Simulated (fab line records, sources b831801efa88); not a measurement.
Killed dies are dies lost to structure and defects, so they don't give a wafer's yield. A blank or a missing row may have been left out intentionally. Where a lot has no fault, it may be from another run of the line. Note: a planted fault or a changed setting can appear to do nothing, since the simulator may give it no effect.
Commonality check across tools ; flow gf180mcu ; 13 lots, 39 wafers sampled

== REASON IT WAS OPENED ==
At GF_HV_LDD_RS_MEAS_53 the reading HV_LDD_RS is flagged on 2 of 13 lots. Fault-free wafers read 418.6 ohm/sq, with a standard deviation of 0.93.
Rule: a lot is flagged in two cases, either no wafer of it has a number, or all its wafers with numbers fall more than 4 standard deviations from that mean. The rest of the lots are taken to be sound.

lot;measured;on;HV_LDD_RS (ohm/sq), wafer by wafer;flag
L522;day 12 11:05;film_metro-04;417.1 417.8 417.9;
L524;day 13 02:32;film_metro-03;419.1 417.7 418.9;
L527;day 14 03:03;film_metro-01;418.7 418.0 418.5;
L528;day 14 17:27;film_metro-01;418.1 418.1 418.2;
L530;day 15 04:09;film_metro-03;417.9 419.1 418.8;
L531;day 15 18:19;film_metro-01;419.2 419.0 418.3;
L536;day 17 04:36;film_metro-01;409.7 409.8 408.1;FLAGGED
L538;day 17 17:39;film_metro-03;407.8 408.2 407.6;FLAGGED
L539;day 18 01:37;film_metro-03;418.5 421.2 419.4;
L541;day 18 23:16;film_metro-03;418.2 420.4 418.2;
L542;day 19 05:10;film_metro-01;419.2 418.2 417.8;
L543;day 19 10:28;film_metro-04;418.4 418.1 417.5;
L544;day 20 07:28;film_metro-04;418.0 420.6 418.3;
The numbers of the flagged lots are 408.5 ohm/sq on average: -10.1 ohm/sq against the usual, or -11 standard deviations.

== WHICH TOOL EACH LOT WENT THROUGH ==
The record keeps 1 process step preceding the reading, out of 602 steps on the route. Each cell gives the tool, then ch followed by the chambers the sampled wafers passed through, then the start.
lot;flag;GF_HV_LDD_IMPLANT_36
L522;;implanter-02 ch 0, day 11 15:56
L524;;implanter-03 ch 0, day 12 05:55
L527;;implanter-02 ch 0, day 13 05:52
L528;;implanter-03 ch 0, day 13 20:32
L530;;implanter-02 ch 0, day 14 05:41
L531;;implanter-03 ch 0, day 14 20:03
L536;FLAGGED;implanter-02 ch 0, day 16 04:53
L538;FLAGGED;implanter-02 ch 0, day 16 18:17
L539;;implanter-04 ch 0, day 17 02:26
L541;;implanter-03 ch 0, day 17 22:34
L542;;implanter-04 ch 0, day 18 04:34
L543;;implanter-04 ch 0, day 18 09:35
L544;;implanter-04 ch 0, day 19 06:58
What these steps do:
- GF_HV_LDD_IMPLANT_36
- GF_HV_LDD_RS_MEAS_53: measures by four-point-probe.

== FLAGGED AGAINST TOTAL, ONE TOOL AT A TIME (gauges that did the reading follow at the end) ==
step;tool;lots run;flagged;share of the flagged lots;sound lots run after its first flagged lot
GF_HV_LDD_IMPLANT_36;implanter-02;5;2;all;0
GF_HV_LDD_IMPLANT_36;implanter-03;4;0;none;-
GF_HV_LDD_IMPLANT_36;implanter-04;4;0;none;-
GF_HV_LDD_RS_MEAS_53;film_metro-01;5;1;some;1 (L542)
GF_HV_LDD_RS_MEAS_53;film_metro-03;5;1;some;2 (L539,L541)
GF_HV_LDD_RS_MEAS_53;film_metro-04;3;0;none;-

== WHAT IS ALLOWED BY THE TABLE ==
All flagged lots share 1 row of the table, namely implanter-02 at GF_HV_LDD_IMPLANT_36.
- implanter-02 at GF_HV_LDD_IMPLANT_36: 2 of its 5 lots flagged. Last sound lot L530 at day 14 05:41, first flagged lot L536 at day 16 04:53; a fault beginning in between fits. Its own readings lie more than 4 standard deviations out on every wafer of the flagged lots: dose_ions_cm2, faraday_current_uA.
Left over: one tool, implanter-02 at GF_HV_LDD_IMPLANT_36.

== WHAT HAD BEEN PUT IN BY THE SIMULATOR ==
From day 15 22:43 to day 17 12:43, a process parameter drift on implanter-02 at GF_HV_LDD_IMPLANT_36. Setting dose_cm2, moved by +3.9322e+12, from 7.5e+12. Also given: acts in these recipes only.
Struck lots among those shown: L536, L538. Same finding as the rule above.
